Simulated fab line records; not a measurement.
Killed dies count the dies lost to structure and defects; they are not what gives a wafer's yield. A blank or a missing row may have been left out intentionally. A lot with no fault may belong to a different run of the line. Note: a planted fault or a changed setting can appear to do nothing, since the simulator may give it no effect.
A struck lot beside a sound one ; flow gf180mcu ; 15 steps out of a route of 602
Sound: the wafers L114.2, L114.3, L114.4. Struck: wafer L120.6 (L120.2, L120.5, from the same lot, were not struck and are left out); the cause is given at the end.
Each step with rows lists, per side, the tool, then ch with its chambers, then its first start. Under that, the readings that differ: sound wafers ; struck wafers ; difference of the means ; sigmas: that difference in standard deviations of wafers without a fault.
alike: a reading whose means differ by less than 2 such deviations, as well as words and numbers matching on both sides. not compared: withheld readings; readings where some wafer has no value; bounds like >300 that might hide an equal value; numbers whose values overlap and for which the record gives no deviation.
The two part at a step that has a row with sigmas, a row that says differs or no value, or rows on one side only. When numbers do not overlap yet have no deviation, they are printed without sigmas and do not part them. Lack of a reading on every wafer of one side parts them only where that side has two or more wafers.

first, 3 steps without rows for these wafers: GF_V3_STRIP_18 (strips in O2/N2); GF_V3_STRIP_19 (strips in post etch residue remover, time 1200 s); GF_V3_CLEAN_20 (cleans in DIW).
GF_V3_SPUTTER_21: material Ti, target thk 15 nm, time 80.02 s.
  struck on pvd-sputter-02, day 25 09:04; sound on pvd-sputter-01, day 23 08:19
  alike: throttle-valve-pct
then, 1 step without rows for these wafers: GF_V3_SPUTTER_22 (material TiN, target thk 10 nm, time 40 s).
GF_V3_CVD_23: deposits W, target thk 350 nm, time 104.9 s.
  sound on cvd-w-01 ch 0,1, day 23 08:25; struck on cvd-w-02 ch 0, day 25 09:10
  alike: heater-power-w
GF_V3_RS_MEAS_24: the measuring method here is four-point-probe.
  struck on film-metro-04, day 25 09:17; sound on film-metro-01, day 23 08:33
reading;sound;struck;difference;sigmas
V3_W_RS (ohm/sq);0.332 0.333 0.331;0.322;-0.010;-3
GF_V3_THK_MEAS_25: measures by xrf.
  struck on film-metro-04, day 25 09:24; sound on film-metro-01, day 23 08:40
  alike: V3_W_THK
GF_V3_CMP_26: polishes, stops on SiO2, t overpolish 15 s, target thk 0 nm.
  sound on cmp-01 ch 0,2,3, day 23 08:43; struck on cmp-02 ch 1, day 25 09:30
reading;sound;struck;difference;sigmas
time-to-endpoint-s (s);84.6 85.4 84.2;92.5;+7.8;+3
  alike: motor-current-A, overpolish-run-s
GF_M4_SPUTTER_00: material Ti, target thk 37.5 nm, time 150 s.
  struck on pvd-sputter-01, day 25 09:45; sound on pvd-sputter-01, day 23 09:01
  alike: throttle-valve-pct
then, 2 steps without rows for these wafers: GF_M4_SPUTTER_01 (material TiN, target thk 30 nm, time 25 s); GF_M4_SPUTTER_02 (material AlCu, target thk 450 nm, time 23.9 s).
GF_M4_SPUTTER_03: material Ti, target thk 10 nm, time 6.7 s.
  struck on pvd-sputter-01, day 25 09:55; sound on pvd-sputter-01, day 23 09:10
reading;sound;struck;difference;sigmas
model.Ti_of_M4_SPUTTER_03.thk-nm (nm);9.825 9.938 9.987;7.957;-1.960;
  alike: throttle-valve-pct
GF_M4_SPUTTER_04: material TiN, target thk 50 nm, time 41.7 s.
  struck on pvd-sputter-01, day 25 09:56; sound on pvd-sputter-01, day 23 09:11
  alike: throttle-valve-pct
following that, these wafers have no rows for 1 step: GF_PASSIVATION_PROBE_99.

WHERE THEY PART
Last at GF_V3_CMP_26 as far as this record goes, first at GF_V3_RS_MEAS_24. Later steps at which nothing parts them and some readings are alike: GF_M4_SPUTTER_00, GF_M4_SPUTTER_03, GF_M4_SPUTTER_04.

WHY: what had been put in by the simulator
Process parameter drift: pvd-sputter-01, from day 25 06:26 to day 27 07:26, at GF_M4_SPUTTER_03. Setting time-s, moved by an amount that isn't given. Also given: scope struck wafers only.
